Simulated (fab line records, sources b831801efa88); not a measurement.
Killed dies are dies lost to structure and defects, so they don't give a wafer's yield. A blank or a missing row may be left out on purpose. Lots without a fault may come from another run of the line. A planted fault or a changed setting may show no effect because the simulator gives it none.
One fault seen from 2 desks | flow gf180mcu | each desk has only its own numbers; what lay behind them comes last

THE METROLOGY DESK
What the gauges read, lot by lot, whatever tool the lot ran on: means of the sampled wafers that have a number. A lot is out of limits, marked OUT, if its mean lies more than 4 standard deviations from the usual mean; the brackets give that distance.
Columns: A = V5_CVD_00_THK at GF_V5_THK_MEAS_01, usual 301 nm; B = V5_OVL at GF_V5_OVL_MEAS_15, usual -1 nm
lot  | first seen here | A             | B
L124 | day 26 05:16    | 300           | 4
L125 | day 26 11:05    | 298           | 1
L128 | day 27 18:58    | 304           | -11
L129 | day 28 00:30    | 302           | -1
L131 | day 29 04:29    | 309           | 1
L133 | day 29 08:05    | 240 (-18) OUT | 1
L134 | day 29 14:00    | 240 (-18) OUT | -4
L135 | day 29 17:31    | 244 (-17) OUT | -3
L136 | day 30 03:32    | 302           | -10
L137 | day 30 08:26    | 245 (-16) OUT | 2
L143 | day 32 00:55    | 302           | 3
L145 | day 32 13:37    | 304           | -4
L147 | day 33 01:29    | 301           | -1
This desk's finding: out of limits on L133, L134, L135, L137; first on L133, day 29 08:05 (V5_CVD_00_THK at GF_V5_THK_MEAS_01). In limits: L124, L125, L128, L129, L131, L136, L143, L145, L147.

THE TOOL OWNER'S DESK: hdpcvd-02
The tool's own readings at GF_V5_CVD_00 (deposits SiO2, target thk 300 nm, time 50 s): means of the sampled wafers that have a number, for each lot that ran on this tool. A lot is out of limits, marked OUT, if its mean lies more than 4 standard deviations from the usual mean; the brackets give that distance.
Columns: A = sih4_flow_sccm at GF_V5_CVD_00, usual 60.03 sccm
lot  | first seen here | A
L125 | day 26 11:02    | 59.85
L131 | day 29 04:26    | 60.23
L133 | day 29 08:02    | 48.04 (-67) OUT
L134 | day 29 13:58    | 47.91 (-67) OUT
L135 | day 29 17:28    | 48.17 (-66) OUT
L137 | day 30 08:22    | 47.84 (-68) OUT
This desk's finding: out of limits on L133, L134, L135, L137; first on L133, day 29 08:02 (sih4_flow_sccm at GF_V5_CVD_00). In limits: L125, L131.

PUT TOGETHER
The tool owner's desk could have raised an alarm at day 29 08:02, on L133, L134, L135, L137.
The metrology desk could have raised an alarm at day 29 08:05, on L133, L134, L135, L137.
Of the lots named, all ran GF_V5_CVD_00 on hdpcvd-02.

WHAT THE SIMULATOR HAD PUT IN
Process parameter drift: hdpcvd-02, from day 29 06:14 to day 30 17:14, at GF_V5_CVD_00. Setting sih4_flow_sccm, moved by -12, from 60. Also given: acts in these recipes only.
Lots struck among those shown: L133, L134, L135, L137.
Hours from the fault's start to each desk's first reading out of limits: the tool owner's desk, 2; the metrology desk, 2.
